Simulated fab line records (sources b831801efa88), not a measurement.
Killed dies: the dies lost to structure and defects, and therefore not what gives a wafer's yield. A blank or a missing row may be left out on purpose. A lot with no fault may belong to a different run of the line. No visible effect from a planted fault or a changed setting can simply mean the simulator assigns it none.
fab line records + flow sfq-line
record
- lots=6
- wafers=18
- last-day=88
route steps=325 shown I1@87 M2@88
lots with no fault: from the same line, run without faults
start-h: the number of hours between the record's first day and the start of the first shown wafer of the lot + wait-h: hours from the lot's prior step to this one + " repeats the value in the row above + L1.1+2: a single row standing in for several wafers + - no value, or no start given + * or withheld: withheld + < > ~ a bound
route shown NAME@n: a module of which the file shows steps, and the number in the route of the first + usual: mean/standard deviation taken from wafers without a fault + same: alike in all rows + chamber/n: place in a boat + sites: the reading at each site + _std_site: their standard deviation + _edge_site: the outer-site mean with the inner-site mean subtracted + radius-mm: for every site, how far away it sits from the centre of the wafer + mask NAME#n: copy n + behind: the tool/chamber that last shaped the wafer + hold: reason for holding the lot/hours on hold/outcome of the hold + device: the transistor (n, p or np) that didn't switch + end of line: at the end of the route, the tests of the same wafers + where a step has no rows: the recipe by itself + killed: not the wafer's yield, but the dies lost to structure and defects at the first sort + map: shows each die of a wafer: x if killed, . if not, _ if none is there
set.NAME: the run value of the setting; set.NAME@STEP: its run value at that earlier step + model.NAME: the simulator's own value behind a step, which no gauge read
certain route steps with their lots: each step a table, each wafer a row
services: the hour from which a tool's chamber was out of use, counted from the record's first day as start-h (under 0 if before that day), plus the number of hours and why
## steps
# step SFQ_TRILAYER_I1_VIA_STRIP_SOLV_CLEAN_054
# recipe
- chemistry=NMP
- temp-c=70
- time-s=600
# step SFQ_TRILAYER_M2_DEP_PRE_CLEAN_056
# recipe
- gas=Ar
- time-s=22.5
- bias-v=250
# step SFQ_TRILAYER_M2_DEP_SPUTTER_055
# recipe
- material=Nb
- base-pressure-pa=1.33e-06
- chamber-pressure-pa=0.1333
- substrate-temp-c=20
- resputter-cathode-voltage-v=400
- target-thk-nm=200
- power-w=2000
- time-s=133.3
# usual
- chamber-pressure-pa=0.1333/0.00027
- throttle-valve-pct=29.7/1.1
| lot.wafer | tool           | chamber | start-h | wait-h | chamber-pressure-pa | throttle-valve-pct |
|-----------|----------------|---------|---------|--------|---------------------|--------------------|
| L944.2    | pvd-sputter-03 | -       | 631.11  | 0.0    | 0.13325             | 29.6               |
| L944.4    | "              | -       | "       | "      | 0.13363             | 29.8               |
| L944.6    | "              | -       | "       | "      | 0.1334              | 30.3               |
| L946.2    | pvd-sputter-06 | -       | 802.07  | 0.0    | 0.13345             | 31.0               |
| L946.4    | "              | -       | "       | "      | 0.13348             | 31.0               |
| L946.6    | "              | -       | "       | "      | 0.1334              | 31.1               |
| L951.4    | pvd-sputter-04 | -       | 828.47  | 0.0    | 0.13331             | 29.8               |
| L951.5    | "              | -       | "       | "      | 0.13279             | 27.5               |
| L951.6    | "              | -       | "       | "      | 0.1333              | 29.7               |
| L957.1    | pvd-sputter-04 | -       | 898.26  | 0.0    | 0.13317             | 27.4               |
| L957.2    | "              | -       | "       | "      | 0.13345             | 31.0               |
| L957.4    | "              | -       | "       | "      | 0.13376             | 29.7               |
| L960.3    | pvd-sputter-03 | -       | 929.66  | 0.0    | 0.13374             | 29.0               |
| L960.5    | "              | -       | "       | "      | 0.13378             | 29.4               |
| L960.6    | "              | -       | "       | "      | 0.13382             | 30.4               |
| L961.3    | pvd-sputter-04 | -       | 938.50  | 0.0    | 0.13314             | 30.8               |
| L961.4    | "              | -       | "       | "      | 0.13324             | 29.5               |
| L961.6    | "              | -       | "       | "      | 0.13315             | 29.5               |
# step SFQ_M2_RS_MEAS_914
# recipe
- thk-meas-gauge=four-point-probe
- reads=Nb_of_TRILAYER_M2_DEP_SPUTTER_055
# usual
- M2_NB_RS=0.891/0.01
| lot.wafer | tool          | chamber | start-h | wait-h | M2_NB_RS[ohm/sq] |
|-----------|---------------|---------|---------|--------|------------------|
| L944.2    | film-metro-01 | -       | 631.22  | 0.1    | 0.880            |
| L944.4    | "             | -       | "       | "      | 0.880            |
| L944.6    | "             | -       | "       | "      | 0.888            |
| L946.2    | film-metro-01 | -       | 802.19  | 0.1    | 0.880            |
| L946.4    | "             | -       | "       | "      | 0.885            |
| L946.6    | "             | -       | "       | "      | 0.882            |
| L951.4    | film-metro-04 | -       | 828.63  | 0.1    | 0.879            |
| L951.5    | "             | -       | "       | "      | 0.884            |
| L951.6    | "             | -       | "       | "      | 0.891            |
| L957.1    | film-metro-03 | -       | 898.35  | 0.0    | 0.896            |
| L957.2    | "             | -       | "       | "      | 0.902            |
| L957.4    | "             | -       | "       | "      | 0.909            |
| L960.3    | film-metro-01 | -       | 929.79  | 0.1    | 0.910            |
| L960.5    | "             | -       | "       | "      | 0.901            |
| L960.6    | "             | -       | "       | "      | 0.902            |
| L961.3    | film-metro-04 | -       | 938.63  | 0.1    | 0.890            |
| L961.4    | "             | -       | "       | "      | 0.897            |
| L961.6    | "             | -       | "       | "      | 0.895            |
# step SFQ_TRILAYER_M2_LITHO_COAT_062
# recipe
- resist=BARC
- spin-rpm=3000
- resist-thk-nm=62
# step SFQ_TRILAYER_M2_LITHO_COAT_057
# recipe
- resist=KrF
- spin-rpm=3000
- resist-thk-nm=600
# step SFQ_TRILAYER_M2_LITHO_SOFTBAKE_061
# recipe
- temp-c=withheld
- time-s=withheld
- resist=KrF
# step SFQ_TRILAYER_M2_LITHO_EXPOSE_058
# recipe
- mask-id=M2
- na=0.6
- source-shape=conventional
- sigma-outer=0.65
- target-cd-nm=500
- dose-mj=14.4
# step SFQ_TRILAYER_M2_LITHO_PEB_060
# recipe
- peb-temp-c=115
- peb-time-s=60
- resist=KrF
# step SFQ_TRILAYER_M2_LITHO_DEVELOP_059
# recipe
- time-s=60
- resist=KrF
# step SFQ_M2_OVL_MEAS_916
# usual
- M2_OVL=-1/5.4
| lot.wafer | tool       | chamber | start-h | wait-h | M2_OVL[nm] |
|-----------|------------|---------|---------|--------|------------|
| L944.2    | overlay-02 | -       | 778.29  | 0.1    | 0          |
| L944.4    | "          | -       | "       | "      | -3         |
| L944.6    | "          | -       | "       | "      | 3          |
| L946.2    | overlay-02 | -       | 805.89  | 0.1    | -6         |
| L946.4    | "          | -       | "       | "      | -2         |
| L946.6    | "          | -       | "       | "      | -3         |
| L951.4    | overlay-01 | -       | 831.01  | 0.1    | 1          |
| L951.5    | "          | -       | "       | "      | -2         |
| L951.6    | "          | -       | "       | "      | 5          |
| L957.1    | overlay-01 | -       | 1049.23 | 0.1    | -4         |
| L957.2    | "          | -       | "       | "      | 2          |
| L957.4    | "          | -       | "       | "      | 3          |
| L960.3    | overlay-01 | -       | 1075.64 | 0.1    | -3         |
| L960.5    | "          | -       | "       | "      | -1         |
| L960.6    | "          | -       | "       | "      | 7          |
| L961.3    | overlay-02 | -       | 1087.74 | 0.1    | 14         |
| L961.4    | "          | -       | "       | "      | 4          |
| L961.6    | "          | -       | "       | "      | 6          |
# step SFQ_TRILAYER_M2_BARC_OPEN_METAL_ETCH_077
# recipe
- mask-material=PR
- chemistry=O2
- target-depth-nm=125
- target=BARC
- icp-w=600
- bias-w=80
- pressure-mtorr=10
- time-s=41.7
# usual
- drypump-motor-current-A=5.70/0.18
- oes-product-au=0.685/0.0045
- run-length-s=69.9/0.4
| lot.wafer | tool         | chamber | start-h | wait-h | drypump-motor-current-A | oes-product-au | rf-hours-counter-h | run-length-s | model.KrF_of_TRILAYER_M2_LITHO_COAT_057.thk-nm |
|-----------|--------------|---------|---------|--------|-------------------------|----------------|--------------------|--------------|------------------------------------------------|
| L944.2    | rie-metal-01 | 0       | 778.32  | 0.0    | 5.59                    | 0.687          | 38                 | 70.7         | 522.3                                          |
| L944.4    | "            | 0       | "       | "      | 5.61                    | 0.798          | -                  | 62.5         | 531.5                                          |
| L944.6    | "            | 1       | "       | "      | 5.62                    | 0.695          | -                  | 70.3         | 521.8                                          |
| L946.2    | rie-metal-01 | 1       | 805.92  | 0.0    | 5.60                    | 0.690          | 131                | 70.4         | 523.1                                          |
| L946.4    | "            | 0       | "       | "      | 5.59                    | 0.808          | -                  | 62.6         | 533.4                                          |
| L946.6    | "            | 0       | "       | "      | 5.60                    | 0.679          | -                  | 70.5         | 523.9                                          |
| L951.4    | rie-metal-04 | 1       | 831.05  | 0.0    | 5.93                    | 0.682          | -                  | 69.4         | 518.9                                          |
| L951.5    | "            | 1       | "       | "      | 5.94                    | 0.687          | -                  | 70.0         | 522.9                                          |
| L951.6    | "            | 0       | "       | "      | 5.80                    | 0.687          | -                  | 69.4         | 521.2                                          |
| L957.1    | rie-metal-02 | 0       | 1049.27 | 0.0    | 5.74                    | 0.689          | 37                 | 69.7         | 523.4                                          |
| L957.2    | "            | 1       | "       | "      | 5.37                    | 0.683          | 82                 | 70.0         | 522.9                                          |
| L957.4    | "            | 1       | "       | "      | 5.36                    | 0.694          | -                  | 70.3         | 523.4                                          |
| L960.3    | rie-metal-01 | 1       | 1075.69 | 0.0    | 5.59                    | 0.683          | -                  | 70.4         | 525.2                                          |
| L960.5    | "            | 1       | "       | "      | 5.62                    | 0.679          | -                  | 70.5         | 523.1                                          |
| L960.6    | "            | 0       | "       | "      | 5.59                    | 0.695          | -                  | 70.3         | 522.8                                          |
| L961.3    | rie-metal-02 | 1       | 1087.79 | 0.0    | 5.40                    | 0.689          | -                  | 70.0         | 521.6                                          |
| L961.4    | "            | 0       | "       | "      | 5.69                    | 0.682          | -                  | 70.1         | 524                                            |
| L961.6    | "            | 1       | "       | "      | 5.38                    | 0.684          | -                  | 69.8         | 523.8                                          |
# step SFQ_TRILAYER_M2_ETCH_METAL_ETCH_060
# recipe
- target=Nb
- stop-on=SiO2
- mask-material=PR
- chemistry=Cl2/Ar
- target-depth-nm=240
- icp-w=600
- bias-w=80
- pressure-mtorr=10
- time-s=120
# usual
- drypump-motor-current-A=5.69/0.18
- oes-product-au=0.893/0.008
- run-length-s=148.3/0.39
| lot.wafer | tool         | chamber | start-h | wait-h | drypump-motor-current-A | oes-product-au | rf-hours-counter-h | run-length-s | model.KrF_of_TRILAYER_M2_LITHO_COAT_057.thk-nm |
|-----------|--------------|---------|---------|--------|-------------------------|----------------|--------------------|--------------|------------------------------------------------|
| L944.2    | rie-metal-01 | 0       | 778.38  | 0.0    | 5.58                    | 0.895          | 38                 | 148.9        | 382.9                                          |
| L944.4    | "            | 0       | "       | "      | 5.59                    | 0.901          | -                  | 149.0        | 392.4                                          |
| L944.6    | "            | 1       | "       | "      | 5.60                    | 0.891          | -                  | 148.4        | 381.4                                          |
| L946.2    | rie-metal-01 | 1       | 805.98  | 0.0    | 5.61                    | 0.906          | 131                | 148.3        | 382.2                                          |
| L946.4    | "            | 0       | "       | "      | 5.58                    | 0.893          | -                  | 148.5        | 393.2                                          |
| L946.6    | "            | 0       | "       | "      | 5.59                    | 0.897          | -                  | 148.9        | 384.6                                          |
| L951.4    | rie-metal-04 | 1       | 831.13  | 0.1    | 5.93                    | 0.891          | -                  | 148.1        | 378.1                                          |
| L951.5    | "            | 1       | "       | "      | 5.93                    | 0.896          | -                  | 148.3        | 381.9                                          |
| L951.6    | "            | 0       | "       | "      | 5.79                    | 0.888          | -                  | 148.2        | 381.1                                          |
| L957.1    | rie-metal-02 | 0       | 1049.33 | 0.0    | 5.69                    | 0.891          | 37                 | 148.2        | 384.4                                          |
| L957.2    | "            | 1       | "       | "      | 5.39                    | 0.893          | 82                 | 148.1        | 382.2                                          |
| L957.4    | "            | 1       | "       | "      | 5.39                    | 0.878          | -                  | 148.0        | 382.1                                          |
| L960.3    | rie-metal-01 | 1       | 1075.77 | 0.1    | 5.61                    | 0.879          | -                  | 148.4        | 383.2                                          |
| L960.5    | "            | 1       | "       | "      | 5.62                    | 0.887          | -                  | 148.8        | 381.8                                          |
| L960.6    | "            | 0       | "       | "      | 5.57                    | 0.895          | -                  | 148.9        | 381.3                                          |
| L961.3    | rie-metal-02 | 1       | 1087.87 | 0.1    | 5.39                    | 0.893          | -                  | 148.6        | 379.6                                          |
| L961.4    | "            | 0       | "       | "      | 5.78                    | 0.884          | -                  | 148.5        | 384.3                                          |
| L961.6    | "            | 1       | "       | "      | 5.37                    | 0.888          | -                  | 148.3        | 382.2                                          |
# step SFQ_TRILAYER_M2_STRIP_STRIP_061
# recipe
- gas=O2
- power-w=200
- platen-temp-c=40
- overash-fraction=0.65
- chemistry=O2
- pressure-mtorr=50
# usual
- drypump-motor-current-A=5.69/0.18
- oes-product-au=1.000/0.0084
| lot.wafer | tool         | chamber | start-h | wait-h | drypump-motor-current-A | oes-product-au | rf-hours-counter-h |
|-----------|--------------|---------|---------|--------|-------------------------|----------------|--------------------|
| L944.2    | rie-metal-01 | 0       | 778.50  | 0.1    | 5.59                    | 0.992          | 39                 |
| L944.4    | "            | 0       | "       | "      | 5.59                    | 0.998          | -                  |
| L944.6    | "            | 1       | "       | "      | 5.60                    | 0.987          | -                  |
| L946.2    | rie-metal-01 | 1       | 806.11  | 0.1    | 5.61                    | 1.004          | 132                |
| L946.4    | "            | 0       | "       | "      | 5.57                    | 0.991          | -                  |
| L946.6    | "            | 0       | "       | "      | 5.58                    | 1.007          | -                  |
| L951.4    | rie-metal-04 | 1       | 831.42  | 0.2    | 5.94                    | 1.007          | -                  |
| L951.5    | "            | 1       | "       | "      | 5.93                    | 1.007          | -                  |
| L951.6    | "            | 0       | "       | "      | 5.80                    | 1.001          | -                  |
| L957.1    | rie-metal-02 | 0       | 1049.45 | 0.1    | 5.75                    | 0.984          | 37                 |
| L957.2    | "            | 1       | "       | "      | 5.38                    | 1.002          | 82                 |
| L957.4    | "            | 1       | "       | "      | 5.39                    | 1.003          | -                  |
| L960.3    | rie-metal-01 | 1       | 1076.05 | 0.2    | 5.61                    | 0.994          | -                  |
| L960.5    | "            | 1       | "       | "      | 5.59                    | 0.986          | -                  |
| L960.6    | "            | 0       | "       | "      | 5.58                    | 1.001          | -                  |
| L961.3    | rie-metal-02 | 1       | 1088.15 | 0.2    | 5.40                    | 1.007          | -                  |
| L961.4    | "            | 0       | "       | "      | 5.71                    | 0.991          | -                  |
| L961.6    | "            | 1       | "       | "      | 5.39                    | 0.988          | -                  |
## services
| tool           | chamber | start-h | hours | kind   |
|----------------|---------|---------|-------|--------|
| rie-metal-04   | -       | 623.98  | 1.4   | pm     |
| rie-metal-02   | 1       | 653.68  | 30.1  | repair |
| rie-metal-02   | -       | 697.77  | 1.3   | repair |
| pvd-sputter-04 | -       | 718.66  | 2.5   | repair |
| pvd-sputter-03 | -       | 762.99  | 2.6   | repair |
| rie-metal-02   | 0       | 784.88  | 5.5   | repair |
| rie-metal-04   | 0       | 793.62  | 7.3   | repair |
| pvd-sputter-06 | -       | 818.52  | 0.9   | repair |
| rie-metal-04   | -       | 828.27  | 1.7   | repair |
| rie-metal-01   | -       | 829.27  | 0.5   | repair |
| pvd-sputter-04 | -       | 842.82  | 2.4   | repair |
| rie-metal-01   | 1       | 847.35  | 1.7   | repair |
| rie-metal-04   | 1       | 861.26  | 5.8   | repair |
| rie-metal-02   | -       | 878.46  | 0.9   | repair |
| pvd-sputter-06 | -       | 902.04  | 0.5   | repair |
| rie-metal-04   | -       | 915.31  | 2.8   | pm     |
| pvd-sputter-06 | -       | 935.86  | 0.5   | repair |
| rie-metal-02   | 1       | 965.01  | 9.9   | repair |
| pvd-sputter-04 | -       | 999.33  | 3.5   | repair |
| rie-metal-02   | -       | 1007.22 | 1.4   | pm     |
| rie-metal-02   | 0       | 1009.54 | 15.0  | repair |
| rie-metal-01   | -       | 1049.94 | 0.4   | repair |
| rie-metal-04   | 1       | 1059.76 | 7.1   | repair |
| rie-metal-04   | -       | 1082.37 | 1.4   | repair |
## key
first-sign
- step=SFQ_TRILAYER_M2_BARC_OPEN_METAL_ETCH_077
- reading=oes-product-au
- direction=up
- sigmas=26
- usual=0.685
- struck=0.803
effect
- step=SFQ_TRILAYER_M2_BARC_OPEN_METAL_ETCH_077
- reading=run-length-s
- direction=down
- sigmas=19
- usual=*
- struck=*
model-effect
- step=SFQ_TRILAYER_M2_BARC_OPEN_METAL_ETCH_077
- value=KrF_of_TRILAYER_M2_LITHO_COAT_057.thk-nm
- without=522.8
- struck=532.4
model-effect
- step=SFQ_TRILAYER_M2_ETCH_METAL_ETCH_060
- value=KrF_of_TRILAYER_M2_LITHO_COAT_057.thk-nm
- without=383.2
- struck=392.8
met-at SFQ_TRILAYER_M2_BARC_OPEN_METAL_ETCH_077
struck-wafers L944.4,L946.4
fault
- kind=process-parameter-drift
- tool=rie-metal-01
- chamber=-
- onset-h=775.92
- steps=SFQ_TRILAYER_M2_BARC_OPEN_METAL_ETCH_077
- channel=time-s
- offset=*
- shape=step
- end-h=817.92
- scope=struck-wafers-only
- acts-in=*
- stated=*
